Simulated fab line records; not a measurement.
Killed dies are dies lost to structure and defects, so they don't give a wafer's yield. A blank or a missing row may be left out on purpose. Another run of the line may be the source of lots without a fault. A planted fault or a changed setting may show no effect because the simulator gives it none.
Code-filled problem report in 8D (eight disciplines) form | flow gf180mcu | the parts of the form that need people (team, actions taken, sign-off) are left out

## 1. THE PROBLEM
Across 9 wafers from 3 lots, MVPSD_RS at GF_VT_IMPLANT_RS_MEAS_49 averages 1148.8 ohm/sq, while fault-free wafers read 1168.1 ohm/sq with a standard deviation of 2.3. That is -8.4 standard deviations from the usual mean.
The step: measures by four-point-probe.
The first sign was on wafer L905.1 at day 10 06:18, on filmMetro-04. Wafers with a number at this step in the record: 36, from 12 lots. Rule for "out" (also "out of limits"): further than 4 standard deviations from the usual mean. Any other wafer with a number is counted as sound.

## 2. WHAT IT IS; WHAT IT IS NOT
question                    | is                         | is not
which readings at this step | MVPSD_RS                   | -
which lots                  | L905, L906, L908           | L897, L899, L901, L902, L903, L907, L911, L912, L916
which wafers of those lots  | all that have a number     | -
read on which gauges        | filmMetro-01, filmMetro-04 | filmMetro-02
when                        | from day 10 06:18          | up to then (15 sound wafers); but 12 sound wafers of L907, L911, L912, L916 came after

## 3. SUSPECTS, AND WHAT RULES EACH OUT
Counting: a tool at a process step up to the reading stays a suspect if it ran every lot that is out and no sound lot after the first of them.
- the gauge at GF_VT_IMPLANT_RS_MEAS_49: ruled out. The wafers that are out were read on 2 gauges (filmMetro-01, filmMetro-04).
- implanter-03 at GF_MVPSD_IMPLANT_08: kept. It ran every lot that is out, first L905 (day 7 10:55), and no sound lot after that; its last sound lot up to then is L903 (day 7 00:31). On those wafers its own readings are out: beamEnergyKeV.
Left after counting: implanter-03 at GF_MVPSD_IMPLANT_08.

## 4. THE CAUSE (what the simulator had put in)
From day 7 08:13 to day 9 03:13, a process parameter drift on implanter-03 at GF_MVPSD_IMPLANT_08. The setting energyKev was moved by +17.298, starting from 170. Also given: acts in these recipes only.
This tool alone remained once counting was done.

## 5. THE EFFECT CHAIN, in route order
One row per reading whose mean, taken over the struck wafers that have a number, lies over 3 standard deviations from the usual. Only readings for which the record gives a usual standard deviation are gone through. hours: the time from each lot's start at the first step in this table that gives one to its start at this step, as a median over the lots. sigmas: the change in usual standard deviations.
hours | step                     | reading       | usual         | on struck wafers | change | sigmas
0     | GF_MVPSD_IMPLANT_08      | beamEnergyKeV | 169.99        | 187.32           | +17.33 | +99 or more
68    | GF_VT_IMPLANT_RS_MEAS_49 | MVPSD_RS      | 1168.1 ohm/sq | 1148.8           | -19.3  | -8.4
Here are the process steps it includes:
- GF_MVPSD_IMPLANT_08

## 6. HOW IT WOULD HAVE BEEN CAUGHT EARLIER
Counted from the fault's start at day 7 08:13, it took 70 hours until the first out-of-limits reading at a measuring or inspecting step in this record, taken at day 10 06:18.
At GF_MVPSD_IMPLANT_08, the tool's own readings (beamEnergyKeV) were out on each struck wafer the step has a row for, so an alarm limit on them would have fired on the first such wafer.
By day 10 06:18, every lot that is out (3) had started GF_MVPSD_IMPLANT_08 on implanter-03. None of them would have been spared by holding the tool at that moment.
